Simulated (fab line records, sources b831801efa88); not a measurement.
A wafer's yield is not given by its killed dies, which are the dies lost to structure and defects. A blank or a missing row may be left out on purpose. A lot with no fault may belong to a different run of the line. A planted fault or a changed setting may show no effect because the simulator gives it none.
fab line records	flow sky130
record: lots: 14	wafers: 41	last_day: 50
route steps=708 shown GATE_OXIDE@197 POLY_GATE@228 LDD_N@245 PAD_OPEN@708
lots that met no fault: from a run of the same line without faults
start_h: hours from the record's opening day to when the first of the lot's shown wafers began	wait_h: hours elapsed since this lot's preceding step	" the same as in the row above	L1.1+2: a single row standing in for several wafers	- no value, or no start given	* or withheld: withheld	< > ~ a bound
route shown NAME@n: names a module that has steps shown in the file, with the first one's number in the route	usual: mean/standard deviation of fault-free wafers	same: alike in all rows	chamber/n: place in a boat	sites: each site's reading	_std_site: the standard deviation of these	_edge_site: the outer-site mean with the inner-site mean subtracted	radius_mm: for every site, how far away it sits from the centre of the wafer	mask NAME#n: copy n	behind: the most recent tool/chamber to have shaped the wafer	hold: why the lot was held/for how many hours/how that ended	device: the n, p or np transistor that did not switch	end of line: tests of these same wafers at the route's end	where a step has no rows: the recipe by itself	killed: the dies lost at the first sort to structure and to defects; this is not the yield of the wafer	map: a wafer's dies, marking killed ones x, the rest . and places with no die _
set.NAME: the run value of the setting; set.NAME@STEP: its run value at that earlier step	model.NAME: the simulator's own value behind a step, which no gauge read
steps of the route over a sample of lots; a table a step, a row a wafer
services: from which hour (start_h, from the record's first day; less than 0 if before it) a tool's chamber was out of use, for how many hours, and why
== steps ==
step: SKY_GATE_OXIDE_OVL_MEAS_10
usual: GATE_OXIDE_OVL: 1.4/1.4
lot.wafer	tool	chamber	start_h	wait_h	GATE_OXIDE_OVL[nm]
L197.1	overlay-01	-	330.23	0.1	1.4
L197.4	"	-	"	"	2.7
L197.6	"	-	"	"	1.6
L199.1	overlay-01	-	338.56	0.1	1.3
L199.2	"	-	"	"	1.5
L199.6	"	-	"	"	1.1
L198.2	overlay-01	-	338.87	0.1	0.6
L198.4	"	-	"	"	1.5
L198.5	"	-	"	"	1.1
L200.3	overlay-02	-	348.32	0.1	0.5
L200.4	"	-	"	"	1.5
L200.5	"	-	"	"	1.3
L201.3	overlay-01	-	351.34	0.1	0.6
L201.5	"	-	"	"	1.3
L201.6	"	-	"	"	0.7
L204.1	overlay-01	-	380.01	0.1	2.6
L204.3	"	-	"	"	2.7
L204.5	"	-	"	"	2.0
L205.1	overlay-02	-	389.10	0.1	3.5
L205.2	"	-	"	"	3.9
L205.5	"	-	"	"	3.5
L212.3	overlay-02	-	451.96	0.1	1.4
L212.4	"	-	"	"	0.0
L212.5	"	-	"	"	0.2
L213.1	overlay-02	-	452.90	0.1	2.0
L213.4	"	-	"	"	1.5
L213.6	"	-	"	"	0.0
L215.1	overlay-02	-	477.73	0.1	0.8
L215.3	"	-	"	"	1.0
L215.5	"	-	"	"	1.2
L217.2	overlay-02	-	491.92	0.1	3.3
L217.4	"	-	"	"	1.9
L217.6	"	-	"	"	2.5
L218.1	overlay-02	-	496.78	0.1	-0.2
L218.2	"	-	"	"	-0.4
L218.4	"	-	"	"	1.7
L219.1	overlay-01	-	506.50	0.1	-0.1
L219.2	"	-	"	"	-0.4
L219.4	"	-	"	"	0.3
L220.3	overlay-02	-	508.62	0.1	0.4
L220.5	"	-	"	"	2.8
step: SKY_POLY_GATE_OVL_MEAS_14
usual: POLY_GATE_OVL: -3/4.3
lot.wafer	tool	chamber	start_h	wait_h	POLY_GATE_OVL[nm]
L197.1	overlay-02	-	394.88	0.1	-9
L197.4	"	-	"	"	-4
L197.6	"	-	"	"	-8
L199.1	overlay-01	-	400.25	0.1	2
L199.2	"	-	"	"	2
L199.6	"	-	"	"	-3
L198.2	overlay-01	-	403.88	0.1	-2
L198.4	"	-	"	"	-3
L198.5	"	-	"	"	0
L200.3	overlay-01	-	412.78	0.1	-3
L200.4	"	-	"	"	-4
L200.5	"	-	"	"	-5
L201.3	overlay-01	-	417.38	0.1	-12
L201.5	"	-	"	"	-11
L201.6	"	-	"	"	-7
L204.1	overlay-01	-	448.93	0.1	-5
L204.3	"	-	"	"	-7
L204.5	"	-	"	"	3
L205.1	overlay-02	-	459.85	0.1	-3
L205.2	"	-	"	"	-1
L205.5	"	-	"	"	4
L212.3	overlay-01	-	519.11	0.1	-11
L212.4	"	-	"	"	-2
L212.5	"	-	"	"	-4
L213.1	overlay-02	-	520.33	0.1	-1
L213.4	"	-	"	"	-5
L213.6	"	-	"	"	0
L215.1	overlay-02	-	542.67	0.1	0
L215.3	"	-	"	"	-2
L215.5	"	-	"	"	2
L217.2	overlay-02	-	558.62	0.1	2
L217.4	"	-	"	"	-6
L217.6	"	-	"	"	1
L218.1	overlay-02	-	561.50	0.1	7
L218.2	"	-	"	"	0
L218.4	"	-	"	"	-1
L219.1	overlay-01	-	571.38	0.1	-8
L219.2	"	-	"	"	-10
L219.4	"	-	"	"	-8
L220.3	overlay-02	-	572.94	0.1	-5
L220.5	"	-	"	"	-4
step: SKY_POLY_GATE_CD_MEAS_22
usual: cd_nm: 151.3/2.3
lot.wafer	tool	chamber	start_h	wait_h	cd_nm
L197.1	cd_sem-01	-	396.66	0.1	155.6
L197.4	"	-	"	"	148.5
L197.6	"	-	"	"	149.0
L199.1	cd_sem-01	-	403.58	0.1	151.5
L199.2	"	-	"	"	149.7
L199.6	"	-	"	"	151.0
L198.2	cd_sem-01	-	405.92	0.1	152.7
L198.4	"	-	"	"	150.4
L198.5	"	-	"	"	152.0
L200.3	cd_sem-01	-	415.75	0.1	156.1
L200.4	"	-	"	"	150.8
L200.5	"	-	"	"	156.4
L201.3	cd_sem-02	-	419.16	0.1	150.1
L201.5	"	-	"	"	150.3
L201.6	"	-	"	"	148.8
L204.1	cd_sem-02	-	450.66	0.1	148.7
L204.3	"	-	"	"	149.6
L204.5	"	-	"	"	148.9
L205.1	cd_sem-01	-	461.83	0.1	154.5
L205.2	"	-	"	"	148.1
L205.5	"	-	"	"	150.7
L212.3	cd_sem-02	-	520.94	0.1	149.1
L212.4	"	-	"	"	150.8
L212.5	"	-	"	"	145.9
L213.1	cd_sem-02	-	522.10	0.1	147.9
L213.4	"	-	"	"	150.2
L213.6	"	-	"	"	150.7
L215.1	cd_sem-02	-	544.40	0.1	152.2
L215.3	"	-	"	"	153.5
L215.5	"	-	"	"	151.7
L217.2	cd_sem-01	-	560.38	0.1	150.7
L217.4	"	-	"	"	148.3
L217.6	"	-	"	"	150.6
L218.1	cd_sem-02	-	563.24	0.1	151.1
L218.2	"	-	"	"	152.8
L218.4	"	-	"	"	148.7
L219.1	cd_sem-01	-	573.23	0.2	148.5
L219.2	"	-	"	"	152.1
L219.4	"	-	"	"	148.0
L220.3	cd_sem-01	-	574.72	0.1	151.9
L220.5	"	-	"	"	153.5
step: SKY_LDD_N_IMPLANT_08
recipe: species: As	energy_kev: 20	dose_cm2: 7.5e+13	tilt_deg: withheld	rotation_deg: 23
usual: beam_energy_keV: 19.998/0.0065	beam_on_s: 10.00/0.21	rotation_deg: 22.998/0.019
lot.wafer	tool	chamber	start_h	wait_h	beam_energy_keV	beam_on_s	rotation_deg
L197.1	implanter-04	0	426.42	0.0	19.990	10.35	23.001
L197.4	"	0	"	"	19.997	9.80	22.985
L197.6	"	0	"	"	19.996	9.96	23.013
L199.1	implanter-02	0	434.15	0.0	20.002	10.16	22.987
L199.2	"	0	"	"	20.008	9.87	23.024
L199.6	"	0	"	"	19.999	9.92	23.032
L198.2	implanter-04	0	436.59	0.0	19.994	10.32	23.017
L198.4	"	0	"	"	20.004	10.36	23.048
L198.5	"	0	"	"	19.997	10.18	23.056
L200.3	implanter-02	0	446.62	0.1	19.996	9.85	22.982
L200.4	"	0	"	"	19.990	10.07	22.995
L200.5	"	0	"	"	19.999	9.93	22.998
L201.3	implanter-03	0	450.70	0.1	19.991	9.84	22.987
L201.5	"	0	"	"	19.991	9.78	23.027
L201.6	"	0	"	"	20.005	9.87	22.992
L204.1	implanter-03	0	481.42	0.0	20.393	9.69	23.027
L204.3	"	0	"	"	20.392	10.36	22.993
L204.5	"	0	"	"	20.395	10.25	22.990
L205.1	implanter-03	0	493.37	0.0	20.393	9.79	22.995
L205.2	"	0	"	"	20.396	10.07	22.981
L205.5	"	0	"	"	20.383	9.91	23.011
L212.3	implanter-02	0	550.12	0.1	19.999	9.89	23.003
L212.4	"	0	"	"	19.999	9.65	23.017
L212.5	"	0	"	"	19.997	10.25	22.998
L213.1	implanter-03	0	551.62	0.0	20.003	10.00	22.991
L213.4	"	0	"	"	19.990	9.96	22.939
L213.6	"	0	"	"	20.004	10.06	22.980
L215.1	implanter-03	0	574.67	0.0	19.991	9.87	22.982
L215.3	"	0	"	"	20.005	9.79	22.980
L215.5	"	0	"	"	20.000	10.20	22.987
L217.2	implanter-03	0	590.17	0.0	20.009	10.14	22.990
L217.4	"	0	"	"	20.007	10.36	22.977
L217.6	"	0	"	"	19.999	9.90	22.981
L218.1	implanter-02	0	593.22	0.0	20.007	10.10	22.982
L218.2	"	0	"	"	20.002	9.84	23.000
L218.4	"	0	"	"	19.991	10.08	22.994
L219.1	implanter-03	0	602.00	0.0	19.990	9.97	23.001
L219.2	"	0	"	"	19.993	10.13	23.043
L219.4	"	0	"	"	19.989	9.78	23.003
L220.3	implanter-02	0	604.12	0.1	19.995	10.13	23.026
L220.5	"	0	"	"	19.998	10.26	23.002
step: SKY_PAD_OPEN_PROBE_99
usual: killed_at_M0_to_M3: 44/6.3	killed_at_M4_up: 3.1/1.8	killed_at_contacts: 25/5.1	killed_at_front_end: 15/4.1	killed_at_other: 0.3/0.71	killed_dies: 87/8.8	killed_open: 47/6.8	killed_short: 40/6.7
same: gross_dies: 492	killed_at_back_side: 0
lot.wafer	tool	chamber	start_h	wait_h	killed_at_M0_to_M3	killed_at_M4_up	killed_at_contacts	killed_at_front_end	killed_at_other	killed_dies	killed_open	killed_short
L197.1	prober-02	-	1088.12	0.1	37	4	30	12	0	83	38	45
L197.4	prober-02	-	1088.27	0.2	54	6	13	9	0	82	39	43
L197.6	prober-02	-	1088.37	0.2	48	5	26	10	0	89	49	40
L199.1	prober-01	-	1097.03	0.1	43	2	23	11	0	79	45	34
L199.2	prober-01	-	1097.08	0.1	38	3	25	20	0	86	44	42
L199.6	prober-01	-	1097.28	0.2	39	5	31	11	0	86	43	43
L198.2	prober-02	-	1098.76	0.1	44	3	27	19	0	93	50	43
L198.4	prober-02	-	1098.86	0.2	42	2	26	17	0	87	47	40
L198.5	prober-02	-	1098.91	0.2	46	4	20	14	0	84	45	39
L200.3	prober-01	-	1105.18	0.2	30	2	25	12	0	69	39	30
L200.4	prober-01	-	1105.23	0.2	48	4	18	12	0	82	53	29
L200.5	prober-01	-	1105.28	0.2	45	2	23	6	0	76	43	33
L201.3	prober-02	-	1110.44	0.2	32	2	28	13	0	75	34	41
L201.5	prober-02	-	1110.54	0.2	48	3	25	15	0	91	53	38
L201.6	prober-02	-	1110.59	0.2	41	5	22	18	1	87	41	46
L204.1	prober-01	-	1128.87	0.1	48	3	18	12	0	81	47	34
L204.3	prober-01	-	1128.97	0.2	40	0	27	17	0	84	49	35
L204.5	prober-01	-	1129.07	0.2	40	5	30	12	0	87	44	43
L205.1	prober-01	-	1136.65	0.1	49	2	25	21	0	97	44	53
L205.2	prober-01	-	1136.70	0.1	46	2	23	21	0	92	51	41
L205.5	prober-01	-	1136.85	0.2	51	2	22	23	1	99	58	40
L212.3	prober-01	-	1170.18	0.2	46	4	23	11	0	84	45	39
L212.4	prober-01	-	1170.23	0.2	39	4	24	20	0	87	43	42
L212.5	prober-01	-	1170.28	0.2	42	5	28	11	0	86	46	40
L213.1	prober-02	-	1171.95	0.1	43	3	18	20	1	85	41	44
L213.4	prober-02	-	1172.10	0.2	45	3	22	12	0	82	49	33
L213.6	prober-02	-	1172.20	0.2	43	3	22	15	0	83	48	35
L215.1	prober-02	-	1186.05	0.1	50	2	32	19	0	103	53	46
L215.3	prober-02	-	1186.15	0.2	43	3	18	16	0	80	55	25
L215.5	prober-02	-	1186.25	0.2	49	4	28	16	0	97	58	39
L217.2	prober-02	-	1194.49	0.1	37	3	19	18	0	77	44	33
L217.6	prober-02	-	1194.69	0.2	33	2	22	10	1	68	37	30
L218.1	prober-01	-	1197.51	0.1	48	2	24	11	0	85	46	39
L218.2	prober-01	-	1197.56	0.1	40	3	39	21	0	103	54	49
L218.4	prober-01	-	1197.66	0.2	31	0	33	9	0	73	41	32
L219.1	prober-02	-	1201.53	0.1	49	4	21	13	0	87	41	46
L219.2	prober-02	-	1201.58	0.1	34	1	32	11	0	78	47	31
L219.4	prober-02	-	1201.68	0.2	44	1	30	16	0	91	50	41
L220.3	prober-01	-	1202.84	0.2	33	6	27	15	0	81	44	37
L220.5	prober-01	-	1202.94	0.2	41	6	40	14	2	103	59	42
killed by level:class
L197.1 VIA1:geometric_particle:open=9 LI_CONTACT:geometric_particle:open=7 CONTACT:geometric_particle:open=7 LOCAL_INTERCONNECT:geometric_particle:short=6 VIA1:geometric_particle:short=6 METAL1:geometric_particle:short=5 CONTACT:geometric_particle:short=5 FIELD_ISO:geometric_particle:open=4
L197.4 VIA1:geometric_particle:open=15 METAL1:geometric_particle:short=9 METAL2:geometric_particle:short=8 VIA2:geometric_particle:open=6 VIA1:geometric_particle:short=5 CONTACT:geometric_particle:open=5 METAL4:geometric_particle:short=4 VIA3:geometric_particle:open=4
L197.6 CONTACT:geometric_particle:open=10 LI_CONTACT:geometric_particle:open=9 VIA3:geometric_particle:open=8 VIA1:geometric_particle:open=8 METAL2:geometric_particle:short=8 VIA1:geometric_particle:short=6 METAL4:geometric_particle:short=5 FIELD_ISO:geometric_particle:short=3
L199.1 VIA1:geometric_particle:open=10 CONTACT:geometric_particle:open=9 LI_CONTACT:geometric_particle:open=8 VIA2:geometric_particle:open=8 VIA1:geometric_particle:short=7 METAL3:geometric_particle:short=5 POLY_GATE:geometric_particle:short=4 METAL1:geometric_particle:short=4
L199.2 VIA1:geometric_particle:open=10 LI_CONTACT:geometric_particle:open=8 VIA3:geometric_particle:open=8 CONTACT:geometric_particle:open=6 VIA2:geometric_particle:short=6 METAL2:geometric_particle:short=5 LOCAL_INTERCONNECT:geometric_particle:short=4 FIELD_ISO:geometric_particle:short=3
L199.6 VIA1:geometric_particle:open=8 CONTACT:geometric_particle:open=8 CONTACT:geometric_particle:short=8 VIA1:geometric_particle:short=7 LI_CONTACT:geometric_particle:open=5 POLY_GATE:geometric_particle:open=4 LI_CONTACT:geometric_particle:short=4 LOCAL_INTERCONNECT:geometric_particle:short=4
L198.2 LI_CONTACT:geometric_particle:open=12 FIELD_ISO:geometric_particle:short=10 METAL2:geometric_particle:short=9 VIA2:geometric_particle:open=8 VIA1:geometric_particle:open=7 VIA3:geometric_particle:open=7 CONTACT:geometric_particle:open=6 LOCAL_INTERCONNECT:geometric_particle:short=5
L198.4 VIA1:geometric_particle:open=10 LI_CONTACT:geometric_particle:open=7 CONTACT:geometric_particle:open=6 METAL2:geometric_particle:short=5 VIA3:geometric_particle:open=5 FIELD_ISO:geometric_particle:open=4 POLY_GATE:geometric_particle:short=4 POLY_GATE:geometric_particle:open=4
L198.5 VIA1:geometric_particle:open=11 METAL2:geometric_particle:short=8 VIA3:geometric_particle:open=6 METAL1:geometric_particle:short=6 LI_CONTACT:geometric_particle:open=5 CONTACT:geometric_particle:open=5 FIELD_ISO:geometric_particle:open=4 POLY_GATE:geometric_particle:open=4
L200.3 LI_CONTACT:geometric_particle:open=11 FIELD_ISO:geometric_particle:short=6 CONTACT:geometric_particle:open=6 CONTACT:geometric_particle:short=6 VIA2:geometric_particle:open=6 METAL1:geometric_particle:short=5 VIA3:geometric_particle:open=4 FIELD_ISO:geometric_particle:open=3
L200.4 VIA3:geometric_particle:open=11 VIA1:geometric_particle:open=10 LI_CONTACT:geometric_particle:open=8 METAL2:geometric_particle:short=6 VIA2:geometric_particle:open=6 CONTACT:geometric_particle:open=5 FIELD_ISO:geometric_particle:open=3 FIELD_ISO:geometric_particle:short=3
L200.5 METAL1:geometric_particle:short=9 VIA3:geometric_particle:open=8 LI_CONTACT:geometric_particle:open=7 CONTACT:geometric_particle:open=7 VIA2:geometric_particle:open=6 LI_CONTACT:geometric_particle:short=4 METAL1:geometric_particle:open=4 VIA1:geometric_particle:open=4
L201.3 LI_CONTACT:geometric_particle:open=10 VIA3:geometric_particle:short=7 LOCAL_INTERCONNECT:geometric_particle:short=6 VIA1:geometric_particle:short=6 CONTACT:geometric_particle:short=5 VIA1:geometric_particle:open=5 VIA3:geometric_particle:open=4 CONTACT:geometric_particle:open=4
L201.5 VIA1:geometric_particle:open=12 CONTACT:geometric_particle:open=9 VIA3:geometric_particle:open=8 FIELD_ISO:geometric_particle:open=7 CONTACT:geometric_particle:short=7 VIA2:geometric_particle:open=7 METAL2:geometric_particle:short=6 VIA1:geometric_particle:short=5
L201.6 VIA1:geometric_particle:open=11 VIA2:geometric_particle:open=8 CONTACT:geometric_particle:short=6 LI_CONTACT:geometric_particle:short=6 METAL2:geometric_particle:short=6 VIA3:geometric_particle:open=6 FIELD_ISO:geometric_particle:short=5 CONTACT:geometric_particle:open=5
L204.1 VIA1:geometric_particle:open=12 VIA3:geometric_particle:open=9 CONTACT:geometric_particle:open=7 LI_CONTACT:geometric_particle:open=6 VIA1:geometric_particle:short=6 METAL2:geometric_particle:short=6 VIA2:geometric_particle:open=6 POLY_GATE:geometric_particle:short=4
L204.3 CONTACT:geometric_particle:open=14 VIA2:geometric_particle:open=11 FIELD_ISO:geometric_particle:open=5 POLY_GATE:geometric_particle:short=5 VIA1:geometric_particle:open=5 LI_CONTACT:geometric_particle:short=4 LI_CONTACT:geometric_particle:open=4 VIA3:geometric_particle:short=4
L204.5 CONTACT:geometric_particle:open=9 CONTACT:geometric_particle:short=8 METAL1:geometric_particle:short=8 VIA1:geometric_particle:open=8 VIA2:geometric_particle:open=6 VIA3:geometric_particle:open=6 LI_CONTACT:geometric_particle:open=5 FIELD_ISO:geometric_particle:open=4
L205.1 CONTACT:geometric_particle:short=8 VIA1:geometric_particle:open=8 VIA3:geometric_particle:short=8 CONTACT:geometric_particle:open=7 VIA3:geometric_particle:open=7 POLY_GATE:geometric_particle:open=6 METAL1:geometric_particle:short=6 VIA1:geometric_particle:short=5
L205.2 VIA2:geometric_particle:open=11 VIA1:geometric_particle:open=8 FIELD_ISO:geometric_particle:open=7 LI_CONTACT:geometric_particle:open=6 LOCAL_INTERCONNECT:geometric_particle:short=6 FIELD_ISO:geometric_particle:short=5 CONTACT:geometric_particle:open=5 METAL2:geometric_particle:short=5
L205.5 VIA1:geometric_particle:open=10 POLY_GATE:geometric_particle:open=9 CONTACT:geometric_particle:open=8 METAL2:geometric_particle:short=7 VIA2:geometric_particle:open=7 LI_CONTACT:geometric_particle:open=6 METAL1:geometric_particle:short=6 VIA3:geometric_particle:open=6
L212.3 VIA1:geometric_particle:open=12 CONTACT:geometric_particle:open=7 VIA1:geometric_particle:short=6 VIA2:geometric_particle:open=6 LI_CONTACT:geometric_particle:open=5 METAL2:geometric_particle:short=5 POLY_GATE:geometric_particle:open=4 LOCAL_INTERCONNECT:geometric_particle:short=4
L212.4 VIA1:geometric_particle:open=10 LI_CONTACT:geometric_particle:short=7 METAL1:geometric_particle:short=7 POLY_GATE:geometric_particle:open=6 LI_CONTACT:geometric_particle:open=6 VIA1:geometric_particle:short=6 VIA2:geometric_particle:open=5 POLY_GATE:geometric_particle:short=4
L212.5 VIA1:geometric_particle:open=13 CONTACT:geometric_particle:open=11 LOCAL_INTERCONNECT:geometric_particle:short=7 VIA2:geometric_particle:open=7 METAL1:geometric_particle:short=6 LI_CONTACT:geometric_particle:short=6 VIA3:geometric_particle:open=5 LI_CONTACT:geometric_particle:open=4
L213.1 VIA1:geometric_particle:open=9 FIELD_ISO:geometric_particle:open=7 CONTACT:geometric_particle:open=7 METAL2:geometric_particle:short=7 VIA1:geometric_particle:short=6 METAL1:geometric_particle:short=5 POLY_GATE:geometric_particle:short=4 VIA2:geometric_particle:open=4
L213.4 VIA3:geometric_particle:open=11 CONTACT:geometric_particle:open=11 VIA2:geometric_particle:open=10 METAL1:geometric_particle:short=5 VIA1:geometric_particle:open=5 FIELD_ISO:geometric_particle:short=4 POLY_GATE:geometric_particle:open=4 VIA3:geometric_particle:short=4
L213.6 VIA3:geometric_particle:open=11 CONTACT:geometric_particle:open=7 VIA1:geometric_particle:open=7 METAL2:geometric_particle:short=7 POLY_GATE:geometric_particle:open=5 LI_CONTACT:geometric_particle:open=5 CONTACT:geometric_particle:short=5 FIELD_ISO:geometric_particle:open=4
L215.1 CONTACT:geometric_particle:open=13 VIA1:geometric_particle:open=13 CONTACT:geometric_particle:short=10 VIA2:geometric_particle:open=7 LI_CONTACT:geometric_particle:open=5 VIA3:geometric_particle:open=5 METAL1:geometric_particle:short=5 VIA3:geometric_particle:short=5
L215.3 VIA1:geometric_particle:open=12 VIA3:geometric_particle:open=11 CONTACT:geometric_particle:open=7 VIA2:geometric_particle:open=6 LI_CONTACT:geometric_particle:open=5 POLY_GATE:geometric_particle:short=4 POLY_GATE:geometric_particle:open=4 FIELD_ISO:geometric_particle:open=3
L215.5 VIA1:geometric_particle:open=13 LI_CONTACT:geometric_particle:open=11 CONTACT:geometric_particle:open=8 VIA2:geometric_particle:open=6 VIA3:geometric_particle:open=6 METAL1:geometric_particle:short=5 METAL2:geometric_particle:short=5 FIELD_ISO:geometric_particle:short=4
L217.2 FIELD_ISO:geometric_particle:open=9 VIA1:geometric_particle:open=9 LI_CONTACT:geometric_particle:open=7 VIA3:geometric_particle:open=6 METAL1:geometric_particle:short=5 VIA2:geometric_particle:open=4 LI_CONTACT:geometric_particle:short=4 CONTACT:geometric_particle:open=4
L217.6 LI_CONTACT:geometric_particle:open=10 METAL1:geometric_particle:short=8 METAL2:geometric_particle:short=7 VIA2:geometric_particle:open=6 FIELD_ISO:geometric_particle:open=5 CONTACT:geometric_particle:open=4 VIA1:geometric_particle:open=4 VIA3:geometric_particle:open=4
L218.1 VIA1:geometric_particle:open=9 CONTACT:geometric_particle:short=7 LI_CONTACT:geometric_particle:open=7 VIA1:geometric_particle:short=7 VIA2:geometric_particle:open=7 VIA3:geometric_particle:open=7 METAL2:geometric_particle:short=6 CONTACT:geometric_particle:open=6
L218.2 CONTACT:geometric_particle:open=17 VIA1:geometric_particle:open=11 VIA3:geometric_particle:open=8 LOCAL_INTERCONNECT:geometric_particle:short=7 LI_CONTACT:geometric_particle:open=6 CONTACT:geometric_particle:short=6 FIELD_ISO:geometric_particle:short=5 POLY_GATE:geometric_particle:short=5
L218.4 CONTACT:geometric_particle:open=10 LOCAL_INTERCONNECT:geometric_particle:short=9 VIA1:geometric_particle:open=9 VIA2:geometric_particle:open=5 CONTACT:geometric_particle:short=5 LI_CONTACT:geometric_particle:open=4 VIA3:geometric_particle:open=4 LOCAL_INTERCONNECT:geometric_particle:open=3
L219.1 VIA1:geometric_particle:open=11 VIA1:geometric_particle:short=9 LI_CONTACT:geometric_particle:open=6 METAL2:geometric_particle:short=6 CONTACT:geometric_particle:short=6 VIA2:geometric_particle:short=6 CONTACT:geometric_particle:open=5 FIELD_ISO:geometric_particle:short=3
L219.2 CONTACT:geometric_particle:open=11 VIA1:geometric_particle:open=7 LI_CONTACT:geometric_particle:open=7 VIA2:geometric_particle:open=5 POLY_GATE:geometric_particle:short=4 LI_CONTACT:geometric_particle:short=4 LOCAL_INTERCONNECT:geometric_particle:short=4 CONTACT:geometric_particle:short=4
L219.4 CONTACT:geometric_particle:open=13 VIA1:geometric_particle:open=10 VIA1:geometric_particle:short=9 POLY_GATE:geometric_particle:short=6 LI_CONTACT:geometric_particle:open=6 CONTACT:geometric_particle:short=6 VIA2:geometric_particle:open=5 VIA3:geometric_particle:open=5
L220.3 CONTACT:geometric_particle:open=11 VIA3:geometric_particle:open=10 POLY_GATE:geometric_particle:short=6 CONTACT:geometric_particle:short=6 METAL1:geometric_particle:short=6 VIA2:geometric_particle:open=6 METAL4:geometric_particle:short=4 LI_CONTACT:geometric_particle:open=4
L220.5 CONTACT:geometric_particle:open=18 LI_CONTACT:geometric_particle:open=9 VIA1:geometric_particle:open=9 METAL2:geometric_particle:short=7 METAL4:geometric_particle:short=6 LOCAL_INTERCONNECT:geometric_particle:short=5 VIA3:geometric_particle:open=5 FIELD_ISO:geometric_particle:open=4
== services ==
tool	chamber	start_h	hours	kind
implanter-03	-	487.70	1.9	repair
implanter-03	-	531.29	3.1	pm
implanter-03	-	541.70	2.8	pm
implanter-04	-	548.69	3.1	pm
implanter-02	-	557.03	3.9	pm
implanter-03	-	582.88	0.8	repair
implanter-02	-	584.37	3.1	repair
== key ==
first_sign: step: SKY_LDD_N_IMPLANT_08	reading: beam_energy_keV	direction: up	sigmas: 60	usual: *	struck: *
effect none on later readings
met_at SKY_LDD_N_IMPLANT_08
struck_lots L204,L205
tester_left_out L204,L205
not_acting_at SKY_GATE_OXIDE_OVL_MEAS_10,SKY_POLY_GATE_OVL_MEAS_14,SKY_POLY_GATE_CD_MEAS_22
onset_between 450.70 481.42
fault: kind: process_parameter_drift	tool: implanter-03	chamber: -	onset_h: 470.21	steps: SKY_LDD_N_IMPLANT_08	channel: energy_kev	offset: *	shape: step	end_h: 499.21	acts_in: *	stated: *
tester_left_out: of these lots the tester's yield and bins aren't shown, on N5 and GAA mostly nor the transistor test; their killed dies are dies lost to structure and defects alone, not to doping, threshold or leakage, so they don't give the yield
